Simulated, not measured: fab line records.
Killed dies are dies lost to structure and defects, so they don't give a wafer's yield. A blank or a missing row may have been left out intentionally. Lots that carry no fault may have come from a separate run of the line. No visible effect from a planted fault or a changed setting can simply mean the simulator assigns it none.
Matching of chambers / flow sky130 / 4 sister chambers for SKY_VIA4_CMP_02 on cmp-01
The step polishes SiO2. 8 wafers are shown with their chamber, then 12 later ones without.

== EACH WAFER AND ITS CHAMBER ==
wafer=L084.4; chamber=3; motorCurrentA (A)=11.7
wafer=L085.5; chamber=0; motorCurrentA (A)=14.2
wafer=L086.1; chamber=1; motorCurrentA (A)=12.3
wafer=L086.4; chamber=0; motorCurrentA (A)=14.4
wafer=L086.5; chamber=1; motorCurrentA (A)=11.7
wafer=L088.3; chamber=2; motorCurrentA (A)=11.2
wafer=L088.4; chamber=3; motorCurrentA (A)=11.0
wafer=L088.5; chamber=2; motorCurrentA (A)=11.2

== WAFERS WHOSE CHAMBER IS MISSING ==
wafer=L091.1; motorCurrentA (A)=11.4
wafer=L091.3; motorCurrentA (A)=14.6
wafer=L091.6; motorCurrentA (A)=11.7
wafer=L094.2; motorCurrentA (A)=11.9
wafer=L094.3; motorCurrentA (A)=11.8
wafer=L094.4; motorCurrentA (A)=11.4
wafer=L096.1; motorCurrentA (A)=10.9
wafer=L096.4; motorCurrentA (A)=14.7
wafer=L096.6; motorCurrentA (A)=12.1
wafer=L097.1; motorCurrentA (A)=12.0
wafer=L097.3; motorCurrentA (A)=14.9
wafer=L097.4; motorCurrentA (A)=11.6

== EACH ONE'S CHAMBER ==
wafer=L091.1; from the rows above=can't be placed: 3 or 2 or 1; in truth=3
wafer=L091.3; from the rows above=0; in truth=0
wafer=L091.6; from the rows above=can't be placed: 1 or 3 or 2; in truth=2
wafer=L094.2; from the rows above=can't be placed: 1 or 3 or 2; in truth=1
wafer=L094.3; from the rows above=can't be placed: 1 or 3 or 2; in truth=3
wafer=L094.4; from the rows above=can't be placed: 3 or 2 or 1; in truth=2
wafer=L096.1; from the rows above=can't be placed: 2 or 3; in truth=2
wafer=L096.4; from the rows above=0; in truth=0
wafer=L096.6; from the rows above=can't be placed: 1 or 3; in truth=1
wafer=L097.1; from the rows above=can't be placed: 1 or 3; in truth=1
wafer=L097.3; from the rows above=0; in truth=0
wafer=L097.4; from the rows above=can't be placed: 3 or 1 or 2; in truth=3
Correct placement for 3 of the 12. From these rows, 9 cannot be placed; in 9 the true chamber is one of the candidates. 0 placed wrongly.
How it was worked out, from the rows above alone: a wafer's distance from a chamber is the root of the sum, over the readings, of the square of ((its reading less the chamber's mean) divided by the reading's scatter). The wafer belongs to the nearest chamber; if the next one is less than 2 further off, it can't be placed. Each chamber's mean is taken over the wafers shown for it. The scatter: take each reading less its chamber's mean, square it, sum over the shown wafers, divide by the number of wafers less the number of chambers, and take the root.
